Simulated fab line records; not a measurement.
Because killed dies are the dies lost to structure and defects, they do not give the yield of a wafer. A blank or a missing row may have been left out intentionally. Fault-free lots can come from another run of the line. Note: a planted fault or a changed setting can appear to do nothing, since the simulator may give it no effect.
A struck lot beside a sound one | flow sky130 | 16 out of 708 route steps
Sound: these wafers, L395.2, L395.5, L395.6. Wafers struck: L391.3, L391.4, L391.6. The cause is named last.
Per side, at each step with rows, come the tool, then ch with its chambers, and then its first start. Under that, the readings that differ: sound wafers | struck wafers | difference of the means | sigmas: that difference in standard deviations of wafers without a fault.
alike: a reading whose means differ by less than 2 such deviations, as well as words and numbers matching on both sides. not compared: withheld readings; readings where some wafer has no value; bounds like >300 that might hide an equal value; numbers whose values overlap and for which the record gives no deviation.
A row with sigmas, a row that says differs or no value, or rows on one side alone: a step with any of these is where the two part. When numbers do not overlap yet have no deviation, they are printed without sigmas and do not part them. A reading missing from all wafers of one side parts the sides only when that side holds two or more wafers.

SKY_FIELD_ISO_THK_MEAS_02:
  sound on film metro-01, day 4 04:38; struck on film metro-02, day 3 08:39
  alike: FIELD_ISO_OXIDATION_00_THK
then, 1 step without rows for these wafers: SKY_FIELD_ISO_CVD_03 (deposits Si3N4 from DCS/NH3, target thk 165 nm, time 2830 s).
SKY_FIELD_ISO_THK_MEAS_04:
  sound on film metro-03, day 4 06:32; struck on film metro-02, day 3 11:26
  reading                   | sound             | struck            | difference | sigmas
  FIELD_ISO_CVD_03_THK (nm) | 163.4 165.5 165.1 | 170.4 168.8 169.2 | +4.8       | +3
then, 8 steps without rows for these wafers: SKY_FIELD_ISO_DEHYDRATE_05 (time 60 s); SKY_FIELD_ISO_HMDS_06 (prime time 60 s); SKY_FIELD_ISO_COAT_07 (resist thk 60 nm); SKY_FIELD_ISO_COAT_08 (resist thk 450 nm); SKY_FIELD_ISO_SOFTBAKE_09 (time 90 s); SKY_FIELD_ISO_EXPOSE_10 (exposes mask FOM, target cd 150 nm); SKY_FIELD_ISO_PEB_11; SKY_FIELD_ISO_DEVELOP_12 (develop time 60 s).
SKY_FIELD_ISO_CD_MEAS_13 targets a cd of 150 nm.
  sound on cd sem-01, day 4 23:59; struck on cd sem-01, day 4 04:10
  alike: cd nm
SKY_FIELD_ISO_ETCH_14: etches BARC in N2/H2, stops on SiO2, time 43.93 s, target depth 60 nm.
  sound on rie diel-04 ch 1,2, day 5 00:05; struck on rie diel-01 ch 0,2,3, day 4 04:14
  no value came back on the struck wafers for any of 6 readings (bias w (W), chamber pressure mTorr (mTorr) and others); on the sound wafers bias w (W) reads 100.2 100.2 100.1
  reading                                          | sound             | struck            | difference | sigmas
  model.KrF-thick_of_FIELD_ISO_COAT_08.thk nm (nm) | 395.1 394.6 395.9 | 436.9 435.5 435.2 | +40.7      |
  not compared: rf hours counter h
SKY_FIELD_ISO_ETCH_15: etches the open film in CHF3/O2, stops on Si, target depth 180 nm, time 72 s.
  sound on rie diel-04 ch 1,2, day 5 00:08; struck on rie diel-01 ch 0,2,3, day 4 04:17
  reading                                          | sound             | struck            | difference | sigmas
  oes product au (a.u.)                            | 0.947 0.957 0.939 | 0.375 0.382 0.377 | -0.570     | -74
  throttle valve pct (%)                           | 8.847 8.848 8.854 | 8.678 8.686 8.658 | -0.176     | -18
  model.KrF-thick_of_FIELD_ISO_COAT_08.thk nm (nm) | 240.1 239.7 241.1 | 279.4 281.2 282.8 | +40.8      |
  alike: O2_flow_sccm, bias w, drypump motor current A
  not compared: rf hours counter h
SKY_FIELD_ISO_STRIP_16: strips in O2/N2.
  sound on plasma asher-01 ch 0,1, day 5 00:11; struck on plasma asher-01 ch 0,1, day 4 04:23
  reading                      | sound             | struck            | difference | sigmas
  oes product au (a.u.)        | 0.382 0.380 0.377 | 0.401 0.401 0.401 | +0.021     | +5
  strip time to endpoint s (s) | 3.583 3.582 3.597 | 4.015 4.016 4.035 | +0.435     | +14
  alike: drypump motor current A
  not compared: rf hours counter h
SKY_FIELD_ISO_ETCH_17: etches Si in HBr/Cl2/O2, target depth 342 nm, time 97.7 s.
  sound on rie si-01 ch 1,2,3, day 5 00:17; struck on rie si-02 ch 1,2,3, day 4 04:26
  alike: HBr_flow_sccm, O2_flow_sccm, drypump motor current A, oes product au, throttle valve pct
  not compared: rf hours counter h

== WHERE THEY PART ==
Earliest at SKY_FIELD_ISO_THK_MEAS_04; latest, in this record, at SKY_FIELD_ISO_STRIP_16. Later steps at which nothing parts them and some readings are alike: SKY_FIELD_ISO_ETCH_17.

WHY: what had been put in by the simulator
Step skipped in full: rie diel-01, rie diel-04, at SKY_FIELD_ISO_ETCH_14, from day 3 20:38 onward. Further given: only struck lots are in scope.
